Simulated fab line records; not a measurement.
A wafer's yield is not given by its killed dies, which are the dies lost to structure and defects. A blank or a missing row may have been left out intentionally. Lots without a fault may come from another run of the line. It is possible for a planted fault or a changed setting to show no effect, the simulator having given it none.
Struck lot and sound lot, side by side + flow sky130 + 15 steps out of a route of 708
Sound: these wafers, L956.4, L956.5, L956.6. Struck: wafers L968.2, L968.3, L968.6. Last of all comes the cause.
Per side, at each step with rows, come the tool, then ch with its chambers, and then its first start. Under that, the readings that differ: sound wafers + struck wafers + difference of the means + sigmas: that difference in standard deviations of wafers without a fault.
alike: readings whose means differ by less than 2 such deviations, and words and numbers that are the same on both sides. not compared: withheld readings, readings that some wafer has no value for, bounds like >300 that may hide the same value, and numbers for which the record gives no deviation and whose values overlap.
The two part at a step that has a row with sigmas, a row that says differs or no value, or rows on one side only. When numbers do not overlap yet have no deviation, they are printed without sigmas and do not part them. A reading that every wafer of one side lacks parts them only if that side has two wafers or more.

SKY_PWDE_STRIP_09: strips in O2/N2.
  sound on plasma_asher-04 ch 0,1, day 5 18:42; struck on plasma_asher-01 ch 0, day 8 17:38
  alike: drypump_motor_current_A, o2_flow_sccm, oes_product_au, strip_time_to_endpoint_s
  not compared: rf_hours_counter_h
SKY_PWDE_TW_MEAS_10:
  sound: film_metro-02 at day 5 18:47; struck: film_metro-02 at day 8 17:45
  alike: PWDE_TW
then, 7 steps without rows for these wafers: SKY_NWELL_DEHYDRATE_03 (time 60 s); SKY_NWELL_HMDS_04 (prime time 60 s); SKY_NWELL_COAT_05 (resist thk 3000 nm); SKY_NWELL_SOFTBAKE_06; SKY_NWELL_EXPOSE_07 (exposes mask NWM, target cd 840 nm); SKY_NWELL_PEB_08; SKY_NWELL_DEVELOP_09 (develop time 60 s).
SKY_NWELL_OVL_MEAS_10:
  sound: overlay-02 at day 6 12:07; struck: overlay-02 at day 9 15:53
  alike: NWELL_00_OVL
then, 2 steps without rows for these wafers: SKY_NWELL_IMPLANT_11; SKY_NWELL_IMPLANT_12.
SKY_NWELL_IMPLANT_13:
  sound on implanter-04 ch 0, day 6 12:30; struck on implanter-03 ch 0, day 9 16:15
| reading       | sound                         | struck                        | difference | sigmas |
|---------------|-------------------------------|-------------------------------|------------|--------|
| dose_ions_cm2 | 6.995e+11 7.008e+11 7.004e+11 | 7.179e+11 7.155e+11 7.163e+11 | +1.633e+10 | +24    |
  alike: beam_energy_keV
SKY_NWELL_STRIP_14: strips in O2/N2.
  sound on plasma_asher-02 ch 0,1, day 6 12:37; struck on plasma_asher-03 ch 0,1, day 9 16:23
  alike: drypump_motor_current_A, o2_flow_sccm, oes_product_au, strip_time_to_endpoint_s
  not compared: rf_hours_counter_h
-- the record jumps here: 41 days lie between the struck wafers' starts before and after (it left off in module NWELL and takes up again in module PAD_OPEN, whose first step shown is number 708 of the route) --
SKY_PAD_OPEN_PROBE_99:
  sound: prober-02 at day 47 17:13; struck: prober-01 at day 50 11:38
  alike: killed_at_M0_to_M3, killed_at_M4_up, killed_at_contacts, killed_at_front_end, killed_at_other, killed_dies, killed_on_rim, killed_open, killed_short

## WHERE THEY PART
Only at SKY_NWELL_IMPLANT_13, as far as this record shows. Later steps at which nothing parts them and some readings are alike: SKY_NWELL_STRIP_14, SKY_PAD_OPEN_PROBE_99.

WHY: whatever the simulator had introduced
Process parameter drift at SKY_NWELL_IMPLANT_13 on implanter-03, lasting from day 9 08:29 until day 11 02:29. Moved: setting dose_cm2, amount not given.
